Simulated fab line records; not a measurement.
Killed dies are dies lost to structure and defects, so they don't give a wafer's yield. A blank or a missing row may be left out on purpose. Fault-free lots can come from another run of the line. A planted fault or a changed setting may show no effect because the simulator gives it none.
Which tool is to blame?    flow sky130    12 lots, 36 wafers sampled, at 3 steps of a route of 708

WHAT THE GAUGES READ, wafer by wafer
SKY_LDD_HVP_TW_MEAS_10.
lot   measured      on             LDD_HVP_TW
L075  day 22 19:27  film metro-01  447 449 447
L077  day 23 08:38  film metro-02  460 458 460
L079  day 24 00:23  film metro-04  459 458 460
L081  day 25 01:06  film metro-02  461 460 466
L083  day 25 15:33  film metro-04  457 457 457
L085  day 26 08:45  film metro-02  463 461 460
L087  day 26 22:14  film metro-04  459 458 458
L089  day 27 15:58  film metro-02  460 461 461
L091  day 28 08:44  film metro-02  458 461 458
L093  day 28 17:03  film metro-02  459 458 457
L095  day 29 17:45  film metro-01  452 452 451
L097  day 29 23:09  film metro-02  465 462 466

WHAT TOOL EACH LOT RAN ON (gives the tool, then ch and the chambers of the sampled wafers, and finally the start)
lot   SKY_FIELD_ISO_ETCH_14              SKY_FIELD_ISO_ETCH_15
L075  rie diel-01 ch 1,2,3, day 2 12:19  rie diel-01 ch 1,2,3, day 2 12:22
L077  rie diel-04 ch 0,1, day 2 23:37    rie diel-04 ch 0,1, day 2 23:40
L079  rie diel-03 ch 0,2,3, day 3 07:32  rie diel-03 ch 0,2,3, day 3 07:35
L081  rie diel-04 ch 1,3, day 3 17:22    rie diel-04 ch 1,3, day 3 17:26
L083  rie diel-03 ch 0,1,2, day 4 06:59  rie diel-03 ch 0,1,2, day 4 07:02
L085  rie diel-04 ch 1,2,3, day 4 15:22  rie diel-04 ch 1,2,3, day 4 15:25
L087  rie diel-01 ch 0,1, day 5 01:28    rie diel-01 ch 0,1, day 5 01:31
L089  rie diel-01 ch 0,2,3, day 5 14:32  rie diel-01 ch 0,2,3, day 5 14:35
L091  rie diel-01 ch 0,1, day 5 23:53    rie diel-01 ch 0,1, day 5 23:56
L093  rie diel-04 ch 1,3, day 6 07:37    rie diel-04 ch 1,3, day 6 07:40
L095  rie diel-03 ch 0,2,3, day 6 21:50  rie diel-03 ch 0,2,3, day 6 21:53
L097  rie diel-01 ch 0,3, day 7 04:22    rie diel-01 ch 0,3, day 7 04:25
- SKY_FIELD_ISO_ETCH_14: etches BARC in N2/H2, stops on SiO2, time 45.9 s, target depth 60 nm.
- SKY_FIELD_ISO_ETCH_15: etches the open film in CHF3/O2, stops on Si, target depth 180 nm, time 72 s.

THE ANSWER, worked out from the rows above alone
Rule: the lots themselves supply what counts as usual. The widest of any qualifying gaps counts: lots, ordered by their means at a reading, are off when they make up no more than a third of the lots, leave a main group of 4 or more, and stand apart from it by 3 or more times the standard deviation of that group's means. The tables above print the reading to a certain number of digits; a main group whose means all agree to those digits is not used. Also off: a lot with no number at a reading for which 4 or more lots have one. All remaining lots with rows at the step are treated as sound.
Nothing can be told from this: no lot is off at any reading shown.

WHAT WAS PUT IN BY THE SIMULATOR
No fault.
